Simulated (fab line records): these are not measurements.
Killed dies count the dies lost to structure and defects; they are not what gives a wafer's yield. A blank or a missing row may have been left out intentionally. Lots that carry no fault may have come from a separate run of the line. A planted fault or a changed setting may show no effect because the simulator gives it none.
fab line records | flow sky130 | part 1 of 2: steps 1 to 27 of 36
record: lots: 5 | wafers: 15 | last_day: 49
route steps=708 shown VIA1@473 METAL2@483 VIA2@507
lots untouched by any fault: they come from a run of this same line in which no faults occurred
start_h: start of the lot's first displayed wafer, in hours after the record's first day | wait_h: hours since the lot's step before | " same as the row above | L1.1+2: one row covering several wafers at once | - either no value or no given start | * or withheld: withheld | < > ~ a bound
route shown NAME@n: NAME is a module with steps in the file, n the number in the route of the first one | usual: mean and standard deviation over wafers with no fault | same: alike in all rows | chamber/n: place in a boat | sites: per-site readings | _std_site: standard deviation of those values | _edge_site: the outer-site mean with the inner-site mean subtracted | radius_mm: for every site, how far away it sits from the centre of the wafer | mask NAME#n: copy n | behind: the last tool/chamber to shape the wafer | hold: what put the lot on hold/how long, in hours/how the hold closed | device: transistor that didn't switch, given as n, p or np | end of line: tests run on the same wafers once the route is complete | a step with no rows: only its recipe | killed: count of dies lost to structure and defects at first sort (not the wafer's yield) | map: per-die view of a wafer (x killed, . not killed, _ where there is no die)
set.NAME: the setting as run; set.NAME@STEP: as run at that earlier step | model.NAME: the simulator's own value behind a step, which no gauge read
certain route steps with their lots: each step a table, each wafer a row
services: the hour from which a tool's chamber was out of use, counted from the record's first day as start_h (under 0 if before that day), plus the number of hours and why
== steps ==
step: SKY_VIA1_ETCH_15
recipe: target: SiO2 | chemistry: C4F8/O2/Ar | target_depth_nm: 351 | stop_on: TiN | mask_material: KrF-thick | source_w: 1500 | bias_w: 1200 | pressure_mtorr: 40 | c4f8_flow_sccm: withheld | O2_flow_sccm: 6 | Ar_flow_sccm: 300 | time_s: 54
usual: oes_product_au: 0.981/0.0063
lot.wafer | tool        | chamber | start_h | wait_h | oes_product_au
L079.2    | rie_diel-01 | 3       | 827.49  | 0.0    | 0.992
L079.3    | "           | 2       | "       | "      | 0.980
L079.4    | "           | 1       | "       | "      | 0.977
L080.3    | rie_diel-03 | 2       | 836.61  | 0.0    | 0.972
L080.5    | "           | 2       | "       | "      | 0.971
L080.6    | "           | 1       | "       | "      | 0.977
L081.1    | rie_diel-03 | 3       | 842.09  | 0.0    | 0.980
L081.2    | "           | 2       | "       | "      | 0.982
L081.6    | "           | 2       | "       | "      | 0.991
L089.2    | rie_diel-03 | 0       | 904.72  | 0.0    | 0.973
L089.4    | "           | 3       | "       | "      | 0.993
L089.5    | "           | 0       | "       | "      | 0.979
L090.3    | rie_diel-04 | 1       | 927.27  | 0.0    | 0.974
L090.4    | "           | 0       | "       | "      | 0.980
L090.6    | "           | 1       | "       | "      | 0.985
step: SKY_VIA1_STRIP_16
recipe: chemistry: O2/N2 | power_w: 1400 | pressure_mtorr: 1500 | platen_temp_c: withheld | o2_flow_sccm: 3000 | n2_flow_sccm: 300 | overash_fraction: 0.5
usual: drypump_motor_current_A: 5.7/0.42 | o2_flow_sccm: 2999/8.8 | oes_product_au: 0.416/0.0048 | strip_time_to_endpoint_s: 4.461/0.02
lot.wafer | tool            | chamber | start_h | wait_h | drypump_motor_current_A | o2_flow_sccm | oes_product_au | rf_hours_counter_h | strip_time_to_endpoint_s
L079.2    | plasma_asher-02 | 1       | 827.53  | 0.0    | 6.0                     | 3006         | 0.415          | 72                 | 4.430
L079.3    | "               | 1       | "       | "      | 6.0                     | 3002         | 0.415          | -                  | 4.457
L079.4    | "               | 0       | "       | "      | 6.0                     | 3010         | 0.406          | -                  | 4.441
L080.3    | plasma_asher-02 | 0       | 836.69  | 0.1    | 6.0                     | 3001         | 0.427          | -                  | 4.450
L080.5    | "               | 0       | "       | "      | 6.0                     | 2997         | 0.416          | -                  | 4.470
L080.6    | "               | 1       | "       | "      | 5.9                     | 3000         | 0.417          | -                  | 4.467
L081.1    | plasma_asher-03 | 0       | 842.13  | 0.0    | 5.9                     | 2997         | 0.418          | 99                 | 4.431
L081.2    | "               | 1       | "       | "      | 5.8                     | 2993         | 0.416          | 99                 | 4.431
L081.6    | "               | 1       | "       | "      | 5.8                     | 3003         | 0.415          | -                  | 4.446
L089.2    | plasma_asher-01 | 0       | 904.77  | 0.0    | 5.6                     | 3002         | 0.416          | 14                 | 4.452
L089.4    | "               | 1       | "       | "      | 4.8                     | 2999         | 0.424          | -                  | 4.456
L089.5    | "               | 0       | "       | "      | 5.6                     | 3006         | 0.415          | -                  | 4.467
L090.3    | plasma_asher-02 | 1       | 927.35  | 0.1    | 6.0                     | 3006         | 0.412          | -                  | 4.447
L090.4    | "               | 0       | "       | "      | 6.0                     | 3004         | 0.412          | -                  | 4.451
L090.6    | "               | 1       | "       | "      | 6.0                     | 3006         | 0.414          | -                  | 4.442
step: SKY_VIA1_STRIP_17
recipe: chemistry: post_etch_residue_remover | time_s: 1200 | temp_c: 72.5
lot.wafer  | tool         | chamber | start_h | wait_h
L079.2+3+4 | wet_bench-02 | 0       | 827.63  | 0.1
L080.3+5+6 | wet_bench-01 | 2       | 836.76  | 0.0
L081.1+2+6 | wet_bench-01 | 0       | 842.23  | 0.1
L089.2+4+5 | wet_bench-01 | 2       | 904.87  | 0.1
L090.3+4+6 | wet_bench-02 | 0       | 927.42  | 0.0
step: SKY_VIA1_CLEAN_18
recipe: chemistry: IPA | time_s: 180 | temp_c: 25
lot.wafer  | tool         | chamber | start_h | wait_h
L079.2+3+4 | wet_bench-01 | 0       | 827.97  | 0.0
L080.3+5+6 | wet_bench-02 | 0       | 837.13  | 0.0
L081.1+2+6 | wet_bench-02 | 3       | 842.60  | 0.0
L089.2+4+5 | wet_bench-02 | 3       | 905.21  | 0.0
L090.3+4+6 | wet_bench-01 | 2       | 927.76  | 0.0
step: SKY_VIA1_CLEAN_19
recipe: chemistry: O3/DIW | dry: n2_spin
lot.wafer  | tool         | chamber | start_h | wait_h
L079.2+3+4 | wet_bench-02 | 2       | 828.04  | 0.0
L080.3+5+6 | wet_bench-01 | 1       | 837.19  | 0.0
L081.1+2+6 | wet_bench-01 | 1       | 842.67  | 0.0
L089.2+4+5 | wet_bench-03 | 3       | 905.27  | 0.0
L090.3+4+6 | wet_bench-03 | 1       | 927.82  | 0.0
step: SKY_VIA1_SPUTTER_20
recipe: material: TiN | target_thk_nm: 20 | chamber_pressure_pa: 5 | power_w: 4000 | time_s: 80
usual: throttle_valve_pct: 29.8/1.3
lot.wafer | tool           | chamber | start_h | wait_h | throttle_valve_pct
L079.2    | pvd_sputter-04 | -       | 828.13  | 0.0    | 29.3
L079.3    | "              | -       | "       | "      | 28.4
L079.4    | "              | -       | "       | "      | 31.8
L080.3    | pvd_sputter-03 | -       | 837.29  | 0.0    | 29.1
L080.5    | "              | -       | "       | "      | 29.5
L080.6    | "              | -       | "       | "      | 28.9
L081.1    | pvd_sputter-04 | -       | 842.77  | 0.0    | 29.4
L081.2    | "              | -       | "       | "      | 28.1
L081.6    | "              | -       | "       | "      | 28.1
L089.2    | pvd_sputter-03 | -       | 905.45  | 0.0    | 29.5
L089.4    | "              | -       | "       | "      | 29.0
L089.5    | "              | -       | "       | "      | 27.4
L090.3    | pvd_sputter-04 | -       | 927.91  | 0.0    | 31.6
L090.4    | "              | -       | "       | "      | 29.5
L090.6    | "              | -       | "       | "      | 31.6
step: SKY_VIA1_CVD_21
recipe: material: W | target_thk_nm: 270 | time_s: 80.902 | temp_c: 400 | pressure_torr: 40
usual: heater_power_outer_w: 550/77 | heater_power_w: 905/96
lot.wafer | tool     | chamber | start_h | wait_h | heater_power_outer_w | heater_power_w
L079.2    | cvd_w-02 | 0       | 828.20  | 0.0    | 441                  | 747
L079.3    | "        | 0       | "       | "      | 452                  | 753
L079.4    | "        | 1       | "       | "      | 642                  | 1013
L080.3    | cvd_w-01 | 0       | 837.38  | 0.1    | 503                  | 853
L080.5    | "        | 1       | "       | "      | 634                  | 1006
L080.6    | "        | 0       | "       | "      | 486                  | 859
L081.1    | cvd_w-02 | 0       | 842.83  | 0.0    | 445                  | 758
L081.2    | "        | 1       | "       | "      | 622                  | 982
L081.6    | "        | 1       | "       | "      | 643                  | 987
L089.2    | cvd_w-01 | 0       | 905.51  | 0.0    | 504                  | 871
L089.4    | "        | 1       | "       | "      | 645                  | 1025
L089.5    | "        | 1       | "       | "      | 632                  | 990
L090.3    | cvd_w-01 | 1       | 928.00  | 0.1    | 652                  | 1013
L090.4    | "        | 0       | "       | "      | 499                  | 854
L090.6    | "        | 0       | "       | "      | 504                  | 869
step: SKY_VIA1_RS_MEAS_22
recipe: thk_meas_gauge: four-point-probe | reads: W_of_VIA1_CVD_21+TiN_of_VIA1_SPUTTER_20
usual: VIA1_W_RS: 0.428/0.0043
lot.wafer | tool          | chamber | start_h | wait_h | VIA1_W_RS[ohm/sq]
L079.2    | film_metro-04 | -       | 828.31  | 0.1    | 0.432
L079.3    | "             | -       | "       | "      | 0.432
L079.4    | "             | -       | "       | "      | 0.439
L080.3    | film_metro-03 | -       | 837.48  | 0.1    | 0.431
L080.5    | "             | -       | "       | "      | 0.428
L080.6    | "             | -       | "       | "      | 0.432
L081.1    | film_metro-03 | -       | 842.92  | 0.1    | 0.418
L081.2    | "             | -       | "       | "      | 0.423
L081.6    | "             | -       | "       | "      | 0.423
L089.2    | film_metro-02 | -       | 905.63  | 0.1    | 0.428
L089.4    | "             | -       | "       | "      | 0.428
L089.5    | "             | -       | "       | "      | 0.428
L090.3    | film_metro-03 | -       | 928.11  | 0.1    | 0.423
L090.4    | "             | -       | "       | "      | 0.428
L090.6    | "             | -       | "       | "      | 0.430
step: SKY_VIA1_THK_MEAS_23
recipe: thk_meas_gauge: xrf | reads: W_of_VIA1_CVD_21
usual: VIA1_W_THK: 276/3.9
lot.wafer | tool          | chamber | start_h | wait_h | VIA1_W_THK[nm]
L079.2    | film_metro-04 | -       | 828.42  | 0.1    | 273
L079.3    | "             | -       | "       | "      | 271
L079.4    | "             | -       | "       | "      | 268
L080.3    | film_metro-03 | -       | 837.58  | 0.1    | 276
L080.5    | "             | -       | "       | "      | 278
L080.6    | "             | -       | "       | "      | 275
L081.1    | film_metro-03 | -       | 843.04  | 0.1    | 282
L081.2    | "             | -       | "       | "      | 279
L081.6    | "             | -       | "       | "      | 281
L089.2    | film_metro-02 | -       | 905.74  | 0.1    | 273
L089.4    | "             | -       | "       | "      | 273
L089.5    | "             | -       | "       | "      | 273
L090.3    | film_metro-03 | -       | 928.21  | 0.1    | 282
L090.4    | "             | -       | "       | "      | 277
L090.6    | "             | -       | "       | "      | 277
step: SKY_VIA1_CMP_24
recipe: stop_on: SiO2 | t_overpolish_s: 15 | down_force_psi: 3.5 | platen_rpm: 60 | target_thk_nm: 0 | pad_velocity_m_s: 0.94248
usual: motor_current_A: 11.5/0.87 | overpolish_run_s: 14.999/0.0089 | time_to_endpoint_s: 65/3.4
lot.wafer | tool   | chamber | start_h | wait_h | motor_current_A | overpolish_run_s | time_to_endpoint_s
L079.4    | cmp-01 | 2       | 828.52  | 0.1    | 10.2            | 14.976           | 65
L079.3    | "      | 3       | "       | "      | 10.1            | 15.005           | 67
L079.2    | "      | 0       | "       | "      | 12.2            | 15.004           | 68
L080.3    | cmp-02 | 1       | 837.67  | 0.1    | 11.8            | 14.996           | 71
L080.6    | "      | 0       | "       | "      | 11.7            | 14.996           | 63
L080.5    | "      | 1       | "       | "      | 11.0            | 15.009           | 69
L081.2    | cmp-01 | 1       | 843.15  | 0.1    | 11.2            | 14.995           | 63
L081.1    | "      | 2       | "       | "      | 10.3            | 14.996           | 67
L081.6    | "      | 0       | "       | "      | 11.6            | 15.025           | 64
L089.4    | cmp-02 | 1       | 905.79  | 0.0    | 11.2            | 14.991           | 72
L089.2    | "      | 2       | "       | "      | 12.9            | 15.005           | 68
L089.5    | "      | 1       | "       | "      | 11.6            | 14.995           | 75
L090.4    | cmp-01 | 0       | 928.30  | 0.1    | 11.7            | 14.997           | 71
L090.3    | "      | 1       | "       | "      | 11.1            | 15.001           | 68
L090.6    | "      | 3       | "       | "      | 10.0            | 15.000           | 67
step: SKY_METAL2_SPUTTER_00
recipe: material: Ti | target_thk_nm: 15 | power_w: 3000 | time_s: 10 | chamber_pressure_pa: 0.4
usual: throttle_valve_pct: 30.3/1.4
lot.wafer | tool           | chamber | start_h | wait_h | throttle_valve_pct
L079.2    | pvd_sputter-04 | -       | 828.77  | 0.1    | 29.3
L079.3    | "              | -       | "       | "      | 31.4
L079.4    | "              | -       | "       | "      | 29.8
L080.3    | pvd_sputter-02 | -       | 837.92  | 0.2    | 28.8
L080.5    | "              | -       | "       | "      | 31.5
L080.6    | "              | -       | "       | "      | 28.5
L081.1    | pvd_sputter-03 | -       | 843.40  | 0.1    | 27.3
L081.2    | "              | -       | "       | "      | 29.4
L081.6    | "              | -       | "       | "      | 28.7
L089.2    | pvd_sputter-02 | -       | 906.09  | 0.2    | 28.6
L089.4    | "              | -       | "       | "      | 30.9
L089.5    | "              | -       | "       | "      | 28.5
L090.3    | pvd_sputter-02 | -       | 928.55  | 0.1    | 28.4
L090.4    | "              | -       | "       | "      | 31.4
L090.6    | "              | -       | "       | "      | 31.5
step: SKY_METAL2_SPUTTER_01
recipe: material: TiN | target_thk_nm: 20 | power_w: 6500 | time_s: 16.16 | chamber_pressure_pa: 0.4
usual: throttle_valve_pct: 30.3/1.4
lot.wafer | tool           | chamber | start_h | wait_h | throttle_valve_pct
L079.2    | pvd_sputter-04 | -       | 828.79  | 0.0    | 29.4
L079.3    | "              | -       | "       | "      | 31.5
L079.4    | "              | -       | "       | "      | 29.6
L080.3    | pvd_sputter-02 | -       | 837.95  | 0.0    | 28.4
L080.5    | "              | -       | "       | "      | 31.4
L080.6    | "              | -       | "       | "      | 28.7
L081.1    | pvd_sputter-03 | -       | 843.42  | 0.0    | 27.4
L081.2    | "              | -       | "       | "      | 29.1
L081.6    | "              | -       | "       | "      | 29.0
L089.2    | pvd_sputter-02 | -       | 906.11  | 0.0    | 28.5
L089.4    | "              | -       | "       | "      | 31.1
L089.5    | "              | -       | "       | "      | 28.2
L090.3    | pvd_sputter-02 | -       | 928.57  | 0.0    | 28.7
L090.4    | "              | -       | "       | "      | 31.2
L090.6    | "              | -       | "       | "      | 31.9
step: SKY_METAL2_SPUTTER_02
recipe: material: AlCu | target_thk_nm: 250 | power_w: 10600 | time_s: 13.3 | chamber_pressure_pa: 0.4
usual: throttle_valve_pct: 30.3/1.4
lot.wafer | tool           | chamber | start_h | wait_h | throttle_valve_pct
L079.2    | pvd_sputter-04 | -       | 828.82  | 0.0    | 29.4
L079.3    | "              | -       | "       | "      | 31.4
L079.4    | "              | -       | "       | "      | 29.8
L080.3    | pvd_sputter-02 | -       | 837.97  | 0.0    | 28.6
L080.5    | "              | -       | "       | "      | 31.4
L080.6    | "              | -       | "       | "      | 28.6
L081.1    | pvd_sputter-03 | -       | 843.45  | 0.0    | 27.5
L081.2    | "              | -       | "       | "      | 29.3
L081.6    | "              | -       | "       | "      | 29.0
L089.2    | pvd_sputter-02 | -       | 906.13  | 0.0    | 28.6
L089.4    | "              | -       | "       | "      | 30.8
L089.5    | "              | -       | "       | "      | 28.5
L090.3    | pvd_sputter-02 | -       | 928.59  | 0.0    | 28.4
L090.4    | "              | -       | "       | "      | 31.0
L090.6    | "              | -       | "       | "      | 31.6
step: SKY_METAL2_SPUTTER_03
recipe: material: Ti | target_thk_nm: 5 | power_w: 3000 | time_s: 3.3 | chamber_pressure_pa: 0.4
usual: throttle_valve_pct: 30.3/1.4
lot.wafer | tool           | chamber | start_h | wait_h | throttle_valve_pct
L079.2    | pvd_sputter-04 | -       | 828.84  | 0.0    | 29.5
L079.3    | "              | -       | "       | "      | 31.6
L079.4    | "              | -       | "       | "      | 29.8
L080.3    | pvd_sputter-02 | -       | 838.00  | 0.0    | 28.7
L080.5    | "              | -       | "       | "      | 31.7
L080.6    | "              | -       | "       | "      | 28.5
L081.1    | pvd_sputter-03 | -       | 843.47  | 0.0    | 27.5
L081.2    | "              | -       | "       | "      | 29.6
L081.6    | "              | -       | "       | "      | 28.9
L089.2    | pvd_sputter-02 | -       | 906.16  | 0.0    | 28.7
L089.4    | "              | -       | "       | "      | 31.0
L089.5    | "              | -       | "       | "      | 28.9
L090.3    | pvd_sputter-02 | -       | 928.62  | 0.0    | 28.3
L090.4    | "              | -       | "       | "      | 30.9
L090.6    | "              | -       | "       | "      | 31.9
step: SKY_METAL2_SPUTTER_04
recipe: material: TiN | target_thk_nm: 70 | power_w: 6500 | time_s: 58.3 | chamber_pressure_pa: 0.4
usual: throttle_valve_pct: 30.3/1.4
lot.wafer | tool           | chamber | start_h | wait_h | throttle_valve_pct
L079.2    | pvd_sputter-04 | -       | 828.86  | 0.0    | 29.5
L079.3    | "              | -       | "       | "      | 31.5
L079.4    | "              | -       | "       | "      | 29.5
L080.3    | pvd_sputter-02 | -       | 838.02  | 0.0    | 28.7
L080.5    | "              | -       | "       | "      | 31.7
L080.6    | "              | -       | "       | "      | 28.6
L081.1    | pvd_sputter-03 | -       | 843.49  | 0.0    | 27.3
L081.2    | "              | -       | "       | "      | 29.6
L081.6    | "              | -       | "       | "      | 29.6
L089.2    | pvd_sputter-02 | -       | 906.18  | 0.0    | 28.3
L089.4    | "              | -       | "       | "      | 31.0
L089.5    | "              | -       | "       | "      | 28.6
L090.3    | pvd_sputter-02 | -       | 928.64  | 0.0    | 28.7
L090.4    | "              | -       | "       | "      | 31.3
L090.6    | "              | -       | "       | "      | 32.1
step: SKY_METAL2_RS_MEAS_05
recipe: thk_meas_gauge: four-point-probe | reads: TiN_of_METAL2_SPUTTER_04+Ti_of_METAL2_SPUTTER_03+AlCu_of_METAL2_SPUTTER_02+TiN_of_METAL2_SPUTTER_01+Ti_of_METAL2_SPUTTER_00
usual: METAL2_ALCU_RS: 0.1270/0.0016
lot.wafer | tool          | chamber | start_h | wait_h | METAL2_ALCU_RS[ohm/sq]
L079.2    | film_metro-04 | -       | 828.93  | 0.0    | 0.1261
L079.3    | "             | -       | "       | "      | 0.1263
L079.4    | "             | -       | "       | "      | 0.1268
L080.3    | film_metro-01 | -       | 838.10  | 0.1    | 0.1244
L080.5    | "             | -       | "       | "      | 0.1266
L080.6    | "             | -       | "       | "      | 0.1259
L081.1    | film_metro-02 | -       | 843.54  | 0.0    | 0.1273
L081.2    | "             | -       | "       | "      | 0.1270
L081.6    | "             | -       | "       | "      | 0.1271
L089.2    | film_metro-02 | -       | 906.25  | 0.0    | 0.1267
L089.4    | "             | -       | "       | "      | 0.1290
L089.5    | "             | -       | "       | "      | 0.1275
L090.3    | film_metro-04 | -       | 928.72  | 0.1    | 0.1254
L090.4    | "             | -       | "       | "      | 0.1271
L090.6    | "             | -       | "       | "      | 0.1251
step: SKY_METAL2_THK_MEAS_06
recipe: thk_meas_gauge: xrf | reads: AlCu_of_METAL2_SPUTTER_02
usual: METAL2_ALCU_THK: 250/3.2
lot.wafer | tool          | chamber | start_h | wait_h | METAL2_ALCU_THK[nm]
L079.2    | film_metro-04 | -       | 829.04  | 0.1    | 253
L079.3    | "             | -       | "       | "      | 251
L079.4    | "             | -       | "       | "      | 251
L080.3    | film_metro-01 | -       | 838.20  | 0.1    | 252
L080.5    | "             | -       | "       | "      | 249
L080.6    | "             | -       | "       | "      | 249
L081.1    | film_metro-02 | -       | 843.66  | 0.1    | 250
L081.2    | "             | -       | "       | "      | 250
L081.6    | "             | -       | "       | "      | 248
L089.2    | film_metro-02 | -       | 906.36  | 0.1    | 252
L089.4    | "             | -       | "       | "      | 247
L089.5    | "             | -       | "       | "      | 248
L090.3    | film_metro-04 | -       | 928.82  | 0.1    | 256
L090.4    | "             | -       | "       | "      | 254
L090.6    | "             | -       | "       | "      | 257
step: SKY_METAL2_DEHYDRATE_07
recipe: temp_c: 200 | time_s: 60
usual: chill_plate_temp_C: 23.01/0.11
lot.wafer | tool           | chamber | start_h | wait_h | chill_plate_temp_C
L079.2    | litho_track-03 | 0       | 842.30  | 13.3   | 22.95
L079.3    | "              | 0       | "       | "      | 22.93
L079.4    | "              | 0       | "       | "      | 22.90
L080.3    | litho_track-02 | 0       | 849.64  | 11.4   | 23.10
L080.5    | "              | 0       | "       | "      | 23.14
L080.6    | "              | 0       | "       | "      | 23.00
L081.1    | litho_track-02 | 0       | 855.49  | 11.8   | 23.07
L081.2    | "              | 0       | "       | "      | 23.00
L081.6    | "              | 0       | "       | "      | 23.16
L089.2    | litho_track-03 | 0       | 919.10  | 12.7   | 23.00
L089.4    | "              | 0       | "       | "      | 22.92
L089.5    | "              | 0       | "       | "      | 22.99
L090.3    | litho_track-02 | 0       | 939.94  | 11.1   | 22.90
L090.4    | "              | 0       | "       | "      | 23.08
L090.6    | "              | 0       | "       | "      | 23.01
step: SKY_METAL2_HMDS_08
recipe: prime_time_s: 60 | prime_temp_c: 120
usual: chill_plate_temp_C: 23.00/0.11
lot.wafer | tool           | chamber | start_h | wait_h | chill_plate_temp_C
L079.2    | litho_track-03 | 0       | 842.45  | 0.1    | 22.90
L079.3    | "              | 0       | "       | "      | 23.02
L079.4    | "              | 0       | "       | "      | 23.06
L080.3    | litho_track-02 | 0       | 849.79  | 0.1    | 22.94
L080.5    | "              | 0       | "       | "      | 22.85
L080.6    | "              | 0       | "       | "      | 22.92
L081.1    | litho_track-02 | 0       | 855.64  | 0.1    | 23.09
L081.2    | "              | 0       | "       | "      | 23.17
L081.6    | "              | 0       | "       | "      | 23.15
L089.2    | litho_track-03 | 0       | 919.25  | 0.1    | 23.04
L089.4    | "              | 0       | "       | "      | 22.97
L089.5    | "              | 0       | "       | "      | 22.99
L090.3    | litho_track-02 | 0       | 940.09  | 0.1    | 22.98
L090.4    | "              | 0       | "       | "      | 23.10
L090.6    | "              | 0       | "       | "      | 23.13
step: SKY_METAL2_COAT_09
recipe: resist: BARC | temp_c: withheld | time_s: withheld | spin_rpm: 3000 | resist_thk_nm: 60
usual: chill_plate_temp_C: *
lot.wafer | tool           | chamber | start_h | wait_h | chill_plate_temp_C
L079.2    | litho_track-03 | 0       | 842.60  | 0.1    | *
L079.3    | "              | 0       | "       | "      | *
L079.4    | "              | 0       | "       | "      | *
L080.3    | litho_track-02 | 0       | 849.94  | 0.1    | *
L080.5    | "              | 0       | "       | "      | *
L080.6    | "              | 0       | "       | "      | *
L081.1    | litho_track-02 | 0       | 855.79  | 0.1    | *
L081.2    | "              | 0       | "       | "      | *
L081.6    | "              | 0       | "       | "      | *
L089.2    | litho_track-03 | 0       | 919.40  | 0.1    | *
L089.4    | "              | 0       | "       | "      | *
L089.5    | "              | 0       | "       | "      | *
L090.3    | litho_track-02 | 0       | 940.24  | 0.1    | *
L090.4    | "              | 0       | "       | "      | *
L090.6    | "              | 0       | "       | "      | *
step: SKY_METAL2_COAT_10
recipe: resist: KrF-thick | spin_rpm: 3000 | resist_thk_nm: 450
usual: chill_plate_temp_C: 23.02/0.093
lot.wafer | tool           | chamber | start_h | wait_h | chill_plate_temp_C
L079.2    | litho_track-03 | 0       | -       | -      | 22.96
L079.3    | "              | 0       | "       | "      | 22.93
L079.4    | "              | 0       | "       | "      | 22.79
L080.3    | litho_track-02 | 0       | -       | -      | 23.05
L080.5    | "              | 0       | "       | "      | 23.07
L080.6    | "              | 0       | "       | "      | 23.11
L081.1    | litho_track-02 | 0       | -       | -      | 23.10
L081.2    | "              | 0       | "       | "      | 23.00
L081.6    | "              | 0       | "       | "      | 23.06
L089.2    | litho_track-03 | 0       | -       | -      | 22.87
L089.4    | "              | 0       | "       | "      | 22.92
L089.5    | "              | 0       | "       | "      | 23.00
L090.3    | litho_track-02 | 0       | -       | -      | 23.11
L090.4    | "              | 0       | "       | "      | 22.97
L090.6    | "              | 0       | "       | "      | 23.03
step: SKY_METAL2_SOFTBAKE_11
recipe: temp_c: 100 | time_s: 90 | resist: KrF-thick
usual: chill_plate_temp_C: 23.01/0.12
lot.wafer | tool           | chamber | start_h | wait_h | chill_plate_temp_C
L079.2    | litho_track-03 | 0       | -       | -      | 23.13
L079.3    | "              | 0       | "       | "      | 23.07
L079.4    | "              | 0       | "       | "      | 23.17
L080.3    | litho_track-02 | 0       | -       | -      | 23.22
L080.5    | "              | 0       | "       | "      | 23.09
L080.6    | "              | 0       | "       | "      | 22.95
L081.1    | litho_track-02 | 0       | -       | -      | 23.02
L081.2    | "              | 0       | "       | "      | 22.91
L081.6    | "              | 0       | "       | "      | 22.91
L089.2    | litho_track-03 | 0       | -       | -      | 22.90
L089.4    | "              | 0       | "       | "      | 22.97
L089.5    | "              | 0       | "       | "      | 23.00
L090.3    | litho_track-02 | 0       | -       | -      | 23.21
L090.4    | "              | 0       | "       | "      | 23.11
L090.6    | "              | 0       | "       | "      | 23.12
step: SKY_METAL2_EXPOSE_12
recipe: mask_id: MM2 | na: 0.8 | source_shape: annular | sigma_inner: 0.55 | sigma_outer: 0.85 | target_cd_nm: 140 | dose_mj: 28.67
same: sigma_outer: 0.85
lot.wafer  | tool           | chamber | start_h | wait_h | mask
L079.2+3+4 | krf_scanner-01 | 0       | -       | -      | MM2#0
L080.3+5+6 | krf_scanner-01 | 0       | -       | -      | MM2#0
L081.1+2+6 | krf_scanner-01 | 0       | -       | -      | MM2#0
L089.2+4+5 | krf_scanner-01 | 0       | -       | -      | MM2#0
L090.3+4+6 | krf_scanner-01 | 0       | -       | -      | MM2#0
step: SKY_METAL2_PEB_13
recipe: peb_temp_c: withheld | peb_time_s: withheld | resist: KrF-thick
usual: chill_plate_temp_C: *
lot.wafer | tool           | chamber | start_h | wait_h | chill_plate_temp_C
L079.2    | litho_track-04 | 0       | -       | -      | *
L079.3    | "              | 0       | "       | "      | *
L079.4    | "              | 0       | "       | "      | *
L080.3    | litho_track-04 | 0       | -       | -      | *
L080.5    | "              | 0       | "       | "      | *
L080.6    | "              | 0       | "       | "      | *
L081.1    | litho_track-02 | 0       | -       | -      | *
L081.2    | "              | 0       | "       | "      | *
L081.6    | "              | 0       | "       | "      | *
L089.2    | litho_track-04 | 0       | -       | -      | *
L089.4    | "              | 0       | "       | "      | *
L089.5    | "              | 0       | "       | "      | *
L090.3    | litho_track-04 | 0       | -       | -      | *
L090.4    | "              | 0       | "       | "      | *
L090.6    | "              | 0       | "       | "      | *
step: SKY_METAL2_DEVELOP_14
recipe: develop_time_s: 60 | resist: KrF-thick | dev_temp_c: 21
usual: chill_plate_temp_C: 23.00/0.12
lot.wafer | tool           | chamber | start_h | wait_h | chill_plate_temp_C
L079.2    | litho_track-04 | 0       | -       | -      | 23.11
L079.3    | "              | 0       | "       | "      | 23.15
L079.4    | "              | 0       | "       | "      | 22.99
L080.3    | litho_track-04 | 0       | -       | -      | 23.17
L080.5    | "              | 0       | "       | "      | 23.25
L080.6    | "              | 0       | "       | "      | 22.99
L081.1    | litho_track-02 | 0       | -       | -      | 23.14
L081.2    | "              | 0       | "       | "      | 23.06
L081.6    | "              | 0       | "       | "      | 23.02
L089.2    | litho_track-04 | 0       | -       | -      | 23.11
L089.4    | "              | 0       | "       | "      | 23.19
L089.5    | "              | 0       | "       | "      | 23.23
L090.3    | litho_track-04 | 0       | -       | -      | 22.80
L090.4    | "              | 0       | "       | "      | 22.92
L090.6    | "              | 0       | "       | "      | 22.97
step: SKY_METAL2_CD_MEAS_15
recipe: target_cd_nm: 140
usual: cd_nm: 140.4/1.3
lot.wafer | tool      | chamber | start_h | wait_h | cd_nm
L079.2    | cd_sem-01 | -       | 855.50  | -      | 141.2
L079.3    | "         | -       | "       | "      | 143.0
L079.4    | "         | -       | "       | "      | 141.2
L080.3    | cd_sem-01 | -       | 863.87  | -      | 140.9
L080.5    | "         | -       | "       | "      | 141.0
L080.6    | "         | -       | "       | "      | 141.8
L081.1    | cd_sem-02 | -       | 869.99  | -      | 139.2
L081.2    | "         | -       | "       | "      | 139.2
L081.6    | "         | -       | "       | "      | 138.0
L089.2    | cd_sem-01 | -       | 930.70  | -      | 140.9
L089.4    | "         | -       | "       | "      | 140.6
L089.5    | "         | -       | "       | "      | 140.7
L090.3    | cd_sem-02 | -       | 952.97  | -      | 140.3
L090.4    | "         | -       | "       | "      | 141.4
L090.6    | "         | -       | "       | "      | 140.5
step: SKY_METAL2_OVL_MEAS_16
usual: METAL2_OVL: 0/5.1
lot.wafer | tool       | chamber | start_h | wait_h | METAL2_OVL[nm]
L079.2    | overlay-02 | -       | 855.61  | 0.1    | -4
L079.3    | "          | -       | "       | "      | -9
L079.4    | "          | -       | "       | "      | -12
L080.3    | overlay-02 | -       | 863.96  | 0.1    | 0
L080.5    | "          | -       | "       | "      | 1
L080.6    | "          | -       | "       | "      | 8
L081.1    | overlay-01 | -       | 870.11  | 0.1    | -1
L081.2    | "          | -       | "       | "      | 0
L081.6    | "          | -       | "       | "      | 0
L089.2    | overlay-02 | -       | 930.81  | 0.1    | 0
L089.4    | "          | -       | "       | "      | 0
L089.5    | "          | -       | "       | "      | -2
L090.3    | overlay-01 | -       | 953.07  | 0.1    | -2
L090.4    | "          | -       | "       | "      | -5
L090.6    | "          | -       | "       | "      | -4
